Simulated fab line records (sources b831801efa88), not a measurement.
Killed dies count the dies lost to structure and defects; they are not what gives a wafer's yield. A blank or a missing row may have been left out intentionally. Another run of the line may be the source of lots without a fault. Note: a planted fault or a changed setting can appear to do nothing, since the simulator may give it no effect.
Matching of chambers / flow gf180mcu / 4 sister chambers for GF_POLY_GATE_ETCH_13 on rie-si-02
The step etches poly-Si in HBr/Cl2, stops on SiO2, target depth 198.5 nm, time 69.6 s. 14 wafers are shown with their chamber, then 7 later ones without.

WAFERS WITH THEIR CHAMBER
wafer=L514.1; chamber=2; drypump-motor-current-A (A)=5.8; chamber-pressure-mTorr (mTorr)=9.987; throttle-valve-pct (%)=33.699
wafer=L514.3; chamber=1; drypump-motor-current-A (A)=5.4; chamber-pressure-mTorr (mTorr)=10.004; throttle-valve-pct (%)=33.691
wafer=L514.4; chamber=0; drypump-motor-current-A (A)=5.5; chamber-pressure-mTorr (mTorr)=9.999; throttle-valve-pct (%)=33.687
wafer=L515.4; chamber=0; drypump-motor-current-A (A)=5.5; chamber-pressure-mTorr (mTorr)=10.021; throttle-valve-pct (%)=33.684
wafer=L515.5; chamber=2; drypump-motor-current-A (A)=5.8; chamber-pressure-mTorr (mTorr)=9.989; throttle-valve-pct (%)=33.683
wafer=L515.6; chamber=1; drypump-motor-current-A (A)=5.4; chamber-pressure-mTorr (mTorr)=10.007; throttle-valve-pct (%)=33.694
wafer=L517.1; chamber=0; drypump-motor-current-A (A)=5.5; chamber-pressure-mTorr (mTorr)=10.017; throttle-valve-pct (%)=33.690
wafer=L517.2; chamber=3; drypump-motor-current-A (A)=6.3; chamber-pressure-mTorr (mTorr)=9.990; throttle-valve-pct (%)=33.691
wafer=L517.4; chamber=2; drypump-motor-current-A (A)=5.8; chamber-pressure-mTorr (mTorr)=9.996; throttle-valve-pct (%)=33.677
wafer=L518.1; chamber=3; drypump-motor-current-A (A)=6.4; chamber-pressure-mTorr (mTorr)=9.991; throttle-valve-pct (%)=33.677
wafer=L518.3; chamber=0; drypump-motor-current-A (A)=5.5; chamber-pressure-mTorr (mTorr)=10.004; throttle-valve-pct (%)=33.674
wafer=L518.4; chamber=2; drypump-motor-current-A (A)=5.8; chamber-pressure-mTorr (mTorr)=9.995; throttle-valve-pct (%)=33.680
wafer=L523.1; chamber=1; drypump-motor-current-A (A)=5.3; chamber-pressure-mTorr (mTorr)=10.001; throttle-valve-pct (%)=33.696
wafer=L523.2; chamber=0; drypump-motor-current-A (A)=5.5; chamber-pressure-mTorr (mTorr)=9.995; throttle-valve-pct (%)=33.684

SIGNATURES (averages over the wafers above)
reading=drypump-motor-current-A; chamber 0=5.500; chamber 1=5.367; chamber 2=5.800; chamber 3=6.350; scatter within a chamber=0.0342
reading=chamber-pressure-mTorr; chamber 0=10.00720; chamber 1=10.00400; chamber 2=9.99175; chamber 3=9.99050; scatter within a chamber=0.00768
reading=throttle-valve-pct; chamber 0=33.68380; chamber 1=33.69367; chamber 2=33.68475; chamber 3=33.68400; scatter within a chamber=0.00738
Rule: for each reading, subtract the chamber's mean from the wafer's reading, divide by that reading's scatter and square the result; add these up over the readings and take the root, which gives the wafer's distance from the chamber. The wafer belongs to the nearest chamber; if the next one is less than 2 further off, it can't be placed. The scatter is the square root of a quotient: the sum, over the shown wafers, of each reading's squared deviation from its chamber's mean, divided by wafers minus chambers.

WAFERS WITH NO CHAMBER GIVEN
wafer=L523.6; drypump-motor-current-A (A)=5.8; chamber-pressure-mTorr (mTorr)=10.011; throttle-valve-pct (%)=33.678
wafer=L527.1; drypump-motor-current-A (A)=5.4; chamber-pressure-mTorr (mTorr)=10.000; throttle-valve-pct (%)=33.686
wafer=L527.4; drypump-motor-current-A (A)=5.8; chamber-pressure-mTorr (mTorr)=10.013; throttle-valve-pct (%)=33.689
wafer=L527.5; drypump-motor-current-A (A)=5.5; chamber-pressure-mTorr (mTorr)=9.999; throttle-valve-pct (%)=33.689
wafer=L528.1; drypump-motor-current-A (A)=5.8; chamber-pressure-mTorr (mTorr)=9.995; throttle-valve-pct (%)=33.683
wafer=L528.3; drypump-motor-current-A (A)=6.4; chamber-pressure-mTorr (mTorr)=9.994; throttle-valve-pct (%)=33.686
wafer=L528.5; drypump-motor-current-A (A)=5.5; chamber-pressure-mTorr (mTorr)=10.004; throttle-valve-pct (%)=33.679

THE CHAMBER EACH PASSED THROUGH
wafer=L523.6; from the rows above=2; in truth=2
wafer=L527.1; from the rows above=can't be placed: 1 or 0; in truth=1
wafer=L527.4; from the rows above=2; in truth=2
wafer=L527.5; from the rows above=0; in truth=0
wafer=L528.1; from the rows above=2; in truth=2
wafer=L528.3; from the rows above=3; in truth=3
wafer=L528.5; from the rows above=0; in truth=0
Correct placement for 6 of the 7. Not placeable from these rows: 1 (in 1, the candidates include the true chamber). 0 placed wrongly.
